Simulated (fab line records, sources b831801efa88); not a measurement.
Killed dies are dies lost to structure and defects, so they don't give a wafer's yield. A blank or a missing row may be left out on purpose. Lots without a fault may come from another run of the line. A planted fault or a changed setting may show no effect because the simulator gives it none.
Which tool did it? | flow gf180mcu | 6 lots, 18 wafers sampled, at 2 steps of a route of 602

WHAT THE GAUGES READ, wafer by wafer
GF_HV_LDD_TW_MEAS_38.
lot  | measured     | on            | HV_LDD_3_TW
L588 | day 11 17:48 | film_metro-02 | 1420 1416 1419
L592 | day 13 08:19 | film_metro-03 | 1431 1421 1432
L599 | day 15 12:33 | film_metro-03 | 1525 1526 1530
L605 | day 17 14:58 | film_metro-01 | 1430 1428 1436
L607 | day 18 07:22 | film_metro-03 | 1446 1432 1434
L609 | day 18 17:35 | film_metro-01 | 1423 1426 1434

WHICH TOOL RAN EACH LOT (tool, then ch and the chambers of the sampled wafers, then the start)
lot  | GF_HV_LDD_IMPLANT_34
L588 | implanter-02 ch 0, day 11 17:15
L592 | implanter-01 ch 0, day 13 07:48
L599 | implanter-03 ch 0, day 15 12:00
L605 | implanter-01 ch 0, day 17 14:25
L607 | implanter-01 ch 0, day 18 06:49
L609 | implanter-01 ch 0, day 18 17:02
- GF_HV_LDD_IMPLANT_34

THE ANSWER, worked out from the rows above alone
Rule: what is usual is taken from the lots themselves. Put in order of their means at a reading, lots are off if they are a third of the lots or fewer, leave a main group of 4 or more, and stand apart from it by a gap of 3 or more times the standard deviation of the main group's means; of several such gaps the widest counts. A main group whose means are all the same, to the digits that the tables above print for the reading, isn't used. A lot without any number at a reading at which 4 lots or more have one is off too. The other lots that the step has rows for count as sound.
Off: L599, at GF_HV_LDD_TW_MEAS_38 (HV_LDD_3_TW). The main group: mean 1429, standard deviation 6.2.
A tool fits if, at a process step before that reading, it ran every lot that is off, and no sound lot after the first of them. The gauges at GF_HV_LDD_TW_MEAS_38 are tried like those tools. One fits: implanter-03 at GF_HV_LDD_IMPLANT_34. It ran no sound lot before its first lot that is off in this sample, so the start can't be narrowed down.

WHAT THE SIMULATOR HAD PUT IN
Process parameter drift: implanter-03, from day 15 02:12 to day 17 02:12, at GF_HV_LDD_IMPLANT_34. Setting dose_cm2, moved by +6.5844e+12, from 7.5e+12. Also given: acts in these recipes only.
Lots struck among those shown: L599. The rule above found the same.
